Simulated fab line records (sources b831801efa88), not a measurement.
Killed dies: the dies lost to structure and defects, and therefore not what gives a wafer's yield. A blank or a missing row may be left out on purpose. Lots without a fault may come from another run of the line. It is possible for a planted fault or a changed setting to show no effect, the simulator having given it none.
fab line records | flow sky130
record lots=13 | wafers=39 | last-day=50
route steps=708 shown NWELL@66 VIA3@586 METAL4@631
lots that met no fault: taken from a fault-free run of the same line
start-h: hours from the record's opening day to when the first of the lot's shown wafers began | wait-h: hours elapsed since this lot's preceding step | " unchanged from the row above | L1.1+2: a single row standing in for several wafers | - no value, or no start was given | * or withheld: withheld | < > ~ a bound
route shown NAME@n: a module of which the file shows steps, and the number in the route of the first | usual: mean and standard deviation over wafers with no fault | same: alike in all rows | chamber/n: place in a boat | sites: the reading at each site | _std_site: the values' standard deviation | _edge_site: inner sites' mean taken away from outer sites' mean | radius-mm: how far each site lies from the wafer's centre | mask NAME#n: copy n | behind: the most recent tool/chamber to have shaped the wafer | hold: cause of the lot's hold/its duration in hours/its outcome | device: the transistor (n, p or np) that didn't switch | end of line: the tests these same wafers got at the end of their route | where a step has no rows: the recipe by itself | killed: not the wafer's yield, but the dies lost to structure and defects at the first sort | map: the dies of a wafer, with x for killed, . for not killed, _ for no die there
set.NAME: setting as actually run; set.NAME@STEP: the setting as run at that earlier step | model.NAME: the simulator's own value behind a step, which no gauge read
steps of the route over a sample of lots; a table a step, a row a wafer
services: from which hour (start-h, from the record's first day; less than 0 if before it) a tool's chamber was out of use, for how many hours, and why
## steps
# step SKY_NWELL_IMPLANT_13
# recipe species=P | energy-kev=50 | dose-cm2=7e+11 | tilt-deg=withheld
# usual dose-ions-cm2=6.999e+11/7.2e+08 | faraday-current-uA=3.94/0.082
lot.wafer | tool         | chamber | start-h | wait-h | dose-ions-cm2 | faraday-current-uA
L180.1    | implanter-02 | 0       | 87.84   | 0.1    | 7.003e+11     | 3.96
L180.3    | "            | 0       | "       | "      | 6.995e+11     | 3.95
L180.5    | "            | 0       | "       | "      | 7.001e+11     | 3.93
L181.1    | implanter-02 | 0       | 95.68   | 0.1    | 6.998e+11     | 3.82
L181.4    | "            | 0       | "       | "      | 7.009e+11     | 3.90
L181.6    | "            | 0       | "       | "      | 6.998e+11     | 3.90
L183.2    | implanter-01 | 0       | 103.37  | 0.1    | 7.006e+11     | 3.88
L183.3    | "            | 0       | "       | "      | 6.997e+11     | 3.84
L183.5    | "            | 0       | "       | "      | 6.997e+11     | 3.91
L184.1    | implanter-01 | 0       | 107.43  | 0.1    | 7.007e+11     | 3.92
L184.2    | "            | 0       | "       | "      | 6.998e+11     | 3.95
L184.6    | "            | 0       | "       | "      | 6.983e+11     | 3.93
L185.1    | implanter-01 | 0       | 117.17  | 0.1    | 3.555e+11     | 1.97
L185.2    | "            | 0       | "       | "      | 3.554e+11     | 1.99
L185.4    | "            | 0       | "       | "      | 3.56e+11      | 1.90
L187.1    | implanter-01 | 0       | 127.24  | 0.1    | 3.558e+11     | 1.98
L187.3    | "            | 0       | "       | "      | 3.552e+11     | 1.98
L187.5    | "            | 0       | "       | "      | 3.559e+11     | 1.99
L189.2    | implanter-01 | 0       | 140.00  | 0.1    | 3.563e+11     | 2.04
L189.4    | "            | 0       | "       | "      | 3.553e+11     | 1.98
L189.6    | "            | 0       | "       | "      | 3.551e+11     | 2.01
L196.3    | implanter-02 | 0       | 182.93  | 0.1    | 7.007e+11     | 3.96
L196.4    | "            | 0       | "       | "      | 6.997e+11     | 4.06
L196.6    | "            | 0       | "       | "      | 7e+11         | 3.93
L198.3    | implanter-02 | 0       | 191.28  | 0.1    | 6.998e+11     | 3.95
L198.4    | "            | 0       | "       | "      | 6.99e+11      | 3.91
L198.5    | "            | 0       | "       | "      | 6.995e+11     | 3.96
L199.3    | implanter-04 | 0       | 201.14  | 0.1    | 7.011e+11     | 3.93
L199.4    | "            | 0       | "       | "      | 7.015e+11     | 3.98
L199.6    | "            | 0       | "       | "      | 7.01e+11      | 3.96
L200.1    | implanter-02 | 0       | 203.63  | 0.1    | 6.998e+11     | 3.86
L200.3    | "            | 0       | "       | "      | 6.997e+11     | 3.93
L200.5    | "            | 0       | "       | "      | 6.996e+11     | 4.09
L201.1    | implanter-04 | 0       | 217.54  | 0.1    | 6.994e+11     | 3.95
L201.4    | "            | 0       | "       | "      | 6.997e+11     | 4.05
L201.6    | "            | 0       | "       | "      | 7.005e+11     | 3.99
L202.1    | implanter-04 | 0       | 227.42  | 0.1    | 6.996e+11     | 3.92
L202.5    | "            | 0       | "       | "      | 7.008e+11     | 4.00
L202.6    | "            | 0       | "       | "      | 6.999e+11     | 3.86
# step SKY_NWELL_RS_MEAS_29
# recipe thk-meas-gauge=four-point-probe
# usual NWELL_RS=624.6/1.4
lot.wafer | tool          | chamber | start-h | wait-h | NWELL_RS[ohm/sq]
L180.1    | film-metro-03 | -       | 105.79  | 0.1    | 624.0
L180.3    | "             | -       | "       | "      | 623.5
L180.5    | "             | -       | "       | "      | 622.3
L181.1    | film-metro-03 | -       | 114.18  | 0.1    | 623.5
L181.4    | "             | -       | "       | "      | 624.0
L181.6    | "             | -       | "       | "      | 623.8
L183.2    | film-metro-01 | -       | 122.42  | 0.1    | 627.5
L183.3    | "             | -       | "       | "      | 626.0
L183.5    | "             | -       | "       | "      | 623.8
L184.1    | film-metro-01 | -       | 126.53  | 0.1    | 623.0
L184.2    | "             | -       | "       | "      | 625.2
L184.6    | "             | -       | "       | "      | 623.8
L185.1    | film-metro-04 | -       | 136.40  | 0.1    | 637.2
L185.2    | "             | -       | "       | "      | 637.4
L185.4    | "             | -       | "       | "      | 638.5
L187.1    | film-metro-03 | -       | 146.94  | 0.1    | 634.5
L187.3    | "             | -       | "       | "      | 635.0
L187.5    | "             | -       | "       | "      | 634.8
L189.2    | film-metro-03 | -       | 160.27  | 0.1    | 635.6
L189.4    | "             | -       | "       | "      | 638.1
L189.6    | "             | -       | "       | "      | 637.8
L196.3    | film-metro-04 | -       | 206.82  | 0.1    | 625.1
L196.4    | "             | -       | "       | "      | 624.6
L196.6    | "             | -       | "       | "      | 625.8
L198.3    | film-metro-04 | -       | 214.93  | 0.1    | 623.3
L198.4    | "             | -       | "       | "      | 624.6
L198.5    | "             | -       | "       | "      | 626.0
L199.3    | film-metro-03 | -       | 222.62  | 0.1    | 623.2
L199.4    | "             | -       | "       | "      | 624.6
L199.6    | "             | -       | "       | "      | 623.5
L200.1    | film-metro-01 | -       | 226.10  | 0.1    | 622.5
L200.3    | "             | -       | "       | "      | 621.9
L200.5    | "             | -       | "       | "      | 622.4
L201.1    | film-metro-04 | -       | 240.39  | 0.1    | 625.8
L201.4    | "             | -       | "       | "      | 626.4
L201.6    | "             | -       | "       | "      | 624.9
L202.1    | film-metro-04 | -       | 250.93  | 0.1    | 624.4
L202.5    | "             | -       | "       | "      | 624.8
L202.6    | "             | -       | "       | "      | 624.2
# step SKY_VIA3_OVL_MEAS_13
# usual VIA3_OVL=3/5.5
lot.wafer | tool       | chamber | start-h | wait-h | VIA3_OVL[nm]
L180.1    | overlay-02 | -       | 931.61  | 0.1    | 5
L180.3    | "          | -       | "       | "      | 5
L180.5    | "          | -       | "       | "      | 7
L181.1    | overlay-02 | -       | 937.15  | 0.1    | 12
L181.4    | "          | -       | "       | "      | 8
L181.6    | "          | -       | "       | "      | 10
L183.2    | overlay-02 | -       | 957.82  | 0.1    | 10
L183.3    | "          | -       | "       | "      | 0
L183.5    | "          | -       | "       | "      | 0
L184.1    | overlay-01 | -       | 958.60  | 0.1    | 4
L184.2    | "          | -       | "       | "      | 3
L184.6    | "          | -       | "       | "      | 6
L185.1    | overlay-01 | -       | 970.41  | 0.1    | 3
L185.2    | "          | -       | "       | "      | -3
L185.4    | "          | -       | "       | "      | 9
L187.1    | overlay-02 | -       | 990.40  | 0.1    | -8
L187.3    | "          | -       | "       | "      | -3
L187.5    | "          | -       | "       | "      | -3
L189.2    | overlay-02 | -       | 997.26  | 0.1    | 12
L189.4    | "          | -       | "       | "      | 13
L189.6    | "          | -       | "       | "      | 8
L196.3    | overlay-01 | -       | 1048.97 | 0.1    | 10
L196.4    | "          | -       | "       | "      | 5
L196.6    | "          | -       | "       | "      | 6
L198.3    | overlay-02 | -       | 1051.27 | 0.1    | 4
L198.4    | "          | -       | "       | "      | 0
L198.5    | "          | -       | "       | "      | 7
L199.3    | overlay-02 | -       | 1061.12 | 0.1    | 0
L199.4    | "          | -       | "       | "      | 2
L199.6    | "          | -       | "       | "      | -3
L200.1    | overlay-02 | -       | 1065.51 | 0.1    | 2
L200.3    | "          | -       | "       | "      | 5
L200.5    | "          | -       | "       | "      | 7
L201.1    | overlay-02 | -       | 1077.11 | 0.1    | 6
L201.4    | "          | -       | "       | "      | 3
L201.6    | "          | -       | "       | "      | 13
L202.1    | overlay-01 | -       | 1086.81 | 0.1    | 11
L202.5    | "          | -       | "       | "      | 3
L202.6    | "          | -       | "       | "      | -4
# step SKY_VIA3_SPUTTER_20
# recipe material=TiN | target-thk-nm=20 | chamber-pressure-pa=5 | power-w=4000 | time-s=80
# usual throttle-valve-pct=29.6/1.4
lot.wafer | tool           | chamber | start-h | wait-h | throttle-valve-pct
L180.1    | pvd-sputter-03 | -       | 932.34  | 0.0    | 31.3
L180.3    | "              | -       | "       | "      | 31.0
L180.5    | "              | -       | "       | "      | 30.9
L181.1    | pvd-sputter-01 | -       | 937.91  | 0.0    | 26.5
L181.4    | "              | -       | "       | "      | 30.0
L181.6    | "              | -       | "       | "      | 29.2
L183.2    | pvd-sputter-04 | -       | 958.58  | 0.0    | 29.6
L183.3    | "              | -       | "       | "      | 29.9
L183.5    | "              | -       | "       | "      | 29.9
L184.1    | pvd-sputter-01 | -       | 959.37  | 0.0    | 28.8
L184.2    | "              | -       | "       | "      | 29.8
L184.6    | "              | -       | "       | "      | 26.5
L185.1    | pvd-sputter-04 | -       | 971.15  | 0.0    | 29.3
L185.2    | "              | -       | "       | "      | 30.0
L185.4    | "              | -       | "       | "      | 30.7
L187.1    | pvd-sputter-01 | -       | 991.19  | 0.0    | 26.4
L187.3    | "              | -       | "       | "      | 29.2
L187.5    | "              | -       | "       | "      | 29.4
L189.2    | pvd-sputter-04 | -       | 998.26  | 0.0    | 29.8
L189.4    | "              | -       | "       | "      | 30.0
L189.6    | "              | -       | "       | "      | 30.2
L196.3    | pvd-sputter-03 | -       | 1049.79 | 0.0    | 31.0
L196.4    | "              | -       | "       | "      | 31.6
L196.6    | "              | -       | "       | "      | 31.6
L198.3    | pvd-sputter-04 | -       | 1052.00 | 0.0    | 30.0
L198.4    | "              | -       | "       | "      | 29.4
L198.5    | "              | -       | "       | "      | 29.6
L199.3    | pvd-sputter-03 | -       | 1061.96 | 0.0    | 31.3
L199.4    | "              | -       | "       | "      | 28.1
L199.6    | "              | -       | "       | "      | 31.4
L200.1    | pvd-sputter-04 | -       | 1066.28 | 0.0    | 30.7
L200.3    | "              | -       | "       | "      | 29.7
L200.5    | "              | -       | "       | "      | 30.7
L201.1    | pvd-sputter-01 | -       | 1077.84 | 0.0    | 29.7
L201.4    | "              | -       | "       | "      | 29.2
L201.6    | "              | -       | "       | "      | 28.8
L202.1    | pvd-sputter-04 | -       | 1087.59 | 0.0    | 29.9
L202.5    | "              | -       | "       | "      | 30.8
L202.6    | "              | -       | "       | "      | 29.8
# step SKY_METAL4_DESCUM_15
# recipe chemistry=O2 | source-power-w=150 | bias-power-w=0 | pressure-mtorr=10 | temp-c=40 | time-s=8
# usual drypump-motor-current-A=5.8/0.45 | oes-product-au=0.994/0.011 | temp-c=39.99/0.12
lot.wafer | tool         | chamber | start-h | wait-h | drypump-motor-current-A | oes-product-au | rf-hours-counter-h | temp-c
L180.1    | rie-metal-02 | 0       | 982.55  | 0.0    | 5.9                     | 0.977          | 5                  | 40.20
L180.3    | "            | 1       | "       | "      | 5.5                     | 0.999          | -                  | 40.12
L180.5    | "            | 1       | "       | "      | 5.5                     | 1.003          | -                  | 39.89
L181.1    | rie-metal-04 | 1       | 987.94  | 0.0    | 5.6                     | 1.016          | 10                 | 39.97
L181.4    | "            | 0       | "       | "      | 6.8                     | 1.002          | -                  | 40.09
L181.6    | "            | 0       | "       | "      | 6.8                     | 0.997          | -                  | 40.11
L183.2    | rie-metal-04 | 0       | 1007.96 | 0.0    | 6.8                     | 0.983          | 7                  | 39.93
L183.3    | "            | 0       | "       | "      | 6.8                     | 1.002          | -                  | 40.08
L183.5    | "            | 0       | "       | "      | 6.8                     | 0.997          | -                  | 40.02
L184.1    | rie-metal-03 | 0       | 1009.10 | 0.0    | 5.7                     | 1.005          | 9                  | 40.04
L184.2    | "            | 1       | "       | "      | 5.5                     | 0.995          | 13                 | 39.92
L184.6    | "            | 1       | "       | "      | 5.5                     | 0.991          | -                  | 39.93
L185.1    | rie-metal-03 | 0       | 1020.34 | 0.0    | 5.6                     | 1.004          | 9                  | 39.98
L185.2    | "            | 1       | "       | "      | 5.4                     | 0.978          | 13                 | 40.03
L185.4    | "            | 1       | "       | "      | 5.4                     | 0.971          | -                  | 39.89
L187.1    | rie-metal-02 | 1       | 1038.31 | 0.0    | 5.5                     | 0.999          | 21                 | 39.89
L187.3    | "            | 1       | "       | "      | 5.5                     | 1.015          | -                  | 39.94
L187.5    | "            | 1       | "       | "      | 5.5                     | 1.010          | -                  | 40.13
L189.2    | rie-metal-04 | 1       | 1045.30 | 0.0    | 5.6                     | 1.010          | 13                 | 39.98
L189.4    | "            | 0       | "       | "      | 6.8                     | 0.984          | -                  | 40.04
L189.6    | "            | 1       | "       | "      | 5.6                     | 1.010          | -                  | 40.02
L196.3    | rie-metal-02 | 0       | 1093.76 | 0.0    | 5.8                     | 0.984          | -                  | 40.24
L196.4    | "            | 1       | "       | "      | 5.5                     | 0.978          | -                  | 40.14
L196.6    | "            | 1       | "       | "      | 5.5                     | 0.983          | -                  | 40.03
L198.3    | rie-metal-02 | 0       | 1096.15 | 0.0    | 5.9                     | 0.982          | -                  | 39.84
L198.4    | "            | 1       | "       | "      | 5.4                     | 0.981          | -                  | 40.10
L198.5    | "            | 1       | "       | "      | 5.5                     | 0.979          | -                  | 40.09
L199.3    | rie-metal-04 | 1       | 1105.06 | 0.0    | 5.6                     | 1.013          | -                  | 39.78
L199.4    | "            | 0       | "       | "      | 6.8                     | 0.998          | -                  | 40.06
L199.6    | "            | 0       | "       | "      | 6.8                     | 0.989          | -                  | 40.06
L200.1    | rie-metal-04 | 0       | 1108.69 | 0.0    | 6.8                     | 0.988          | 15                 | 40.11
L200.3    | "            | 0       | "       | "      | 6.8                     | 0.997          | -                  | 40.09
L200.5    | "            | 1       | "       | "      | 5.6                     | 1.009          | -                  | 40.19
L201.1    | rie-metal-03 | 0       | 1119.20 | 0.0    | 5.6                     | 0.994          | 16                 | 40.15
L201.4    | "            | 0       | "       | "      | 5.6                     | 1.001          | -                  | 39.89
L201.6    | "            | 1       | "       | "      | 5.5                     | 0.989          | -                  | 39.74
L202.1    | rie-metal-02 | 0       | 1129.84 | 0.0    | 5.9                     | 0.988          | 16                 | 39.93
L202.5    | "            | 1       | "       | "      | 5.4                     | 0.989          | -                  | 40.29
L202.6    | "            | 0       | "       | "      | 5.9                     | 0.982          | -                  | 39.75
## services
tool           | chamber | start-h | hours | kind
rie-metal-02   | -       | 85.29   | 2.8   | pm
rie-metal-02   | 1       | 116.06  | 5.2   | repair
pvd-sputter-04 | -       | 156.84  | 1.7   | repair
implanter-02   | -       | 215.14  | 4.4   | repair
implanter-01   | -       | 235.98  | 5.3   | repair
rie-metal-04   | -       | 271.25  | 28.1  | pm
implanter-02   | -       | 287.55  | 4.4   | pm
implanter-02   | -       | 304.46  | 1.5   | repair
implanter-02   | -       | 307.87  | 5.8   | pm
rie-metal-02   | -       | 342.15  | 1.3   | repair
rie-metal-02   | -       | 361.92  | 1.4   | pm
implanter-02   | -       | 394.68  | 4.4   | repair
rie-metal-04   | -       | 404.91  | 0.2   | repair
implanter-02   | -       | 417.20  | 6.1   | repair
rie-metal-04   | 1       | 427.14  | 4.5   | repair
rie-metal-02   | -       | 435.82  | 6.8   | repair
pvd-sputter-04 | -       | 482.28  | 5.1   | repair
pvd-sputter-04 | -       | 529.36  | 0.5   | repair
pvd-sputter-04 | -       | 623.18  | 1.7   | repair
pvd-sputter-04 | -       | 833.94  | 1.9   | repair
pvd-sputter-04 | -       | 876.63  | 1.0   | repair
pvd-sputter-04 | -       | 927.67  | 9.4   | repair
pvd-sputter-04 | -       | 945.56  | 3.0   | repair
pvd-sputter-04 | -       | 1001.84 | 2.2   | repair
## key
first-sign step=SKY_NWELL_IMPLANT_13 | reading=dose-ions-cm2 | direction=down | sigmas=99+ | usual=* | struck=*
effect step=SKY_NWELL_IMPLANT_13 | reading=faraday-current-uA | direction=down | sigmas=24 | usual=3.94 | struck=1.98
effect step=SKY_NWELL_RS_MEAS_29 | reading=NWELL_RS | direction=up | sigmas=8.7 | usual=624.6 | struck=636.5
met-at SKY_NWELL_IMPLANT_13
struck-lots L185,L187,L189
tester-left-out L185,L187,L189
not-acting-at SKY_VIA3_OVL_MEAS_13,SKY_VIA3_SPUTTER_20,SKY_METAL4_DESCUM_15
onset-between 107.43 117.17
fault kind=process-parameter-drift | tool=implanter-01 | chamber=- | onset-h=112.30 | steps=SKY_NWELL_IMPLANT_13 | channel=dose-cm2 | offset=* | shape=step | end-h=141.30 | acts-in=* | stated=*
# tester-left-out: of these lots the tester's yield and bins aren't shown, on N5 and GAA mostly nor the transistor test; their killed dies are dies lost to structure and defects alone, not to doping, threshold or leakage, so they don't give the yield
